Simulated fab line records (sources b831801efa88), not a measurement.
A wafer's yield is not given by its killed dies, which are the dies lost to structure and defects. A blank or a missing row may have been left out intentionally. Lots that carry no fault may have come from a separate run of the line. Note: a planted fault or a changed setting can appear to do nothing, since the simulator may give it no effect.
A struck lot beside a sound one ; flow sky130 ; 29 steps out of a route of 708
Sound: the wafers L547.2, L547.5, L547.6. Struck: wafers L553.1, L553.3, L553.6. The cause is named last.
Per side, at each step with rows, come the tool, then ch with its chambers, and then its first start. Under that, the readings that differ: sound wafers ; struck wafers ; difference of the means ; sigmas: that difference in standard deviations of wafers without a fault.
alike: same words and numbers on both sides, and readings whose means sit less than 2 such deviations apart. not compared: any withheld reading, any reading some wafer has no value for, any bound like >300 that may hide the same value, and any number with overlapping values for which the record gives no deviation.
The two part at a step that has a row with sigmas, a row that says differs or no value, or rows on one side only. Non-overlapping numbers with no deviation appear without sigmas and do not part them. A reading that every wafer of one side lacks parts them only if that side has two wafers or more.

first, 8 steps without rows for these wafers: SKY_LOCAL_INTERCONNECT_ETCH_13 (etches BARC in N2/H2, stops on SiO2, time 45.9 s, target depth 60 nm); SKY_LOCAL_INTERCONNECT_METAL_ETCH_14 (etches TiN in Cl2/BCl3, stops on PSG, target depth 110 nm, time 31.4 s); SKY_LOCAL_INTERCONNECT_STRIP_15 (strips in O2/N2); SKY_LOCAL_INTERCONNECT_STRIP_16 (strips in post etch residue remover, time 1200 s); SKY_LOCAL_INTERCONNECT_CLEAN_17 (cleans in IPA, time 180 s); SKY_LOCAL_INTERCONNECT_CLEAN_18 (cleans in O3/DIW); SKY_CONTACT_CVD_00 (deposits Si3N4, target thk 75 nm); SKY_CONTACT_HDPCVD_02 (deposits SiO2, target thk 565 nm, time 94.2 s).
SKY_CONTACT_CMP_04: polishes SiO2.
  sound on cmp-02 ch 1,2,3, day 33 09:05; struck on cmp-01 ch 0,1, day 34 16:53
  no value came back on the struck wafers for any of 5 readings (edge_zone_pressure_frac, head_pressure_psi (psi) and others); on the sound wafers edge_zone_pressure_frac reads 1.006 1.007 0.989
reading;sound;struck;difference;sigmas
model.SiO2_of_CONTACT_HDPCVD_02.thk_nm (nm);340.1 338.8 340;568.9 560.5 562;+224.2;
SKY_CONTACT_BOW_MEAS_05:
  sound on film_metro-01 at day 33 09:16; struck on film_metro-03 at day 34 17:11
  alike: CONTACT_BOW
then, 9 steps without rows for these wafers: SKY_CONTACT_DEHYDRATE_06 (time 60 s); SKY_CONTACT_HMDS_07 (prime time 60 s); SKY_CONTACT_COAT_08 (resist thk 60 nm); SKY_CONTACT_COAT_09 (resist thk 457.5 nm); SKY_CONTACT_SOFTBAKE_10 (time 90 s); SKY_CONTACT_EXPOSE_11 (exposes mask CTM1, target cd 170 nm); SKY_CONTACT_PEB_12; SKY_CONTACT_DEVELOP_13 (develop time 60 s); SKY_CONTACT_ETCH_16 (etches BARC in N2/H2, stops on SiO2, time 45.9 s, target depth 60 nm).
SKY_CONTACT_ETCH_17: etches SiO2 in C4F8/O2/Ar, stops on Si3N4, target depth 340 nm.
  sound on rie_diel-04 ch 0,3, day 34 11:43; struck on rie_diel-01 ch 1,3, day 35 18:55
reading;sound;struck;difference;sigmas
oes_product_au (a.u.);0.890 0.896 0.887;1.615 1.616 1.624;+0.727;+99 or more
model.CONTACT.feature_depth_nm (nm);340.1 338.8 340;407.4 404.8 409.3;+67.5;
model.etch.depth_nm (nm);340.1 338.8 340;407.4 404.8 409.3;+67.5;
  alike: rf_fwd_power_W
then, 7 steps without rows for these wafers: SKY_CONTACT_ETCH_18 (etches Si3N4 in CHF3/O2, stops on TiN, time 39 s, target depth 75 nm); SKY_CONTACT_STRIP_19 (strips in O2/N2); SKY_CONTACT_STRIP_20 (strips in post etch residue remover, time 1200 s); SKY_CONTACT_CLEAN_21 (cleans in IPA, time 180 s); SKY_CONTACT_CLEAN_22 (cleans in O3/DIW); SKY_CONTACT_SPUTTER_23 (material TiN, target thk 20 nm, time 80 s); SKY_CONTACT_CVD_24 (deposits W, target thk 340 nm, time 102.12 s).
SKY_CONTACT_CMP_27: polishes, stops on SiO2, t overpolish 15 s, target thk 0 nm.
  sound on cmp-02 ch 0,2,3, day 34 12:53; struck on cmp-02 ch 0,1, day 35 19:57
reading;sound;struck;difference;sigmas
model.SiO2_of_CONTACT_HDPCVD_02.thk_nm (nm);337 335.6 336.8;565.7 557.3 558.8;+224.1;
  alike: edge_zone_pressure_frac, head_pressure_psi, motor_current_A, slurry_filter_dp_kPa
-- the record jumps here: 13 days lie between the struck wafers' starts before and after (it left off in module CONTACT and takes up again in module PAD_OPEN, whose first step shown is number 708 of the route) --
SKY_PAD_OPEN_PROBE_99:
  sound on prober-02 at day 47 23:47; struck on prober-01 at day 48 22:38
reading;sound;struck;difference;sigmas
killed_at_contacts;30 25 28;424 439 430;+403;+75
killed_dies;83 92 92;492 492 492;+403;+43
killed_on_rim;17 20 21;96 96 96;+77;+20
  alike: killed_at_M0_to_M3, killed_at_M4_up, killed_at_front_end, killed_at_other, killed_open, killed_short

WHERE THEY PART
Last at SKY_PAD_OPEN_PROBE_99 as far as this record goes, first at SKY_CONTACT_CMP_04.

WHY: what the simulator had put in
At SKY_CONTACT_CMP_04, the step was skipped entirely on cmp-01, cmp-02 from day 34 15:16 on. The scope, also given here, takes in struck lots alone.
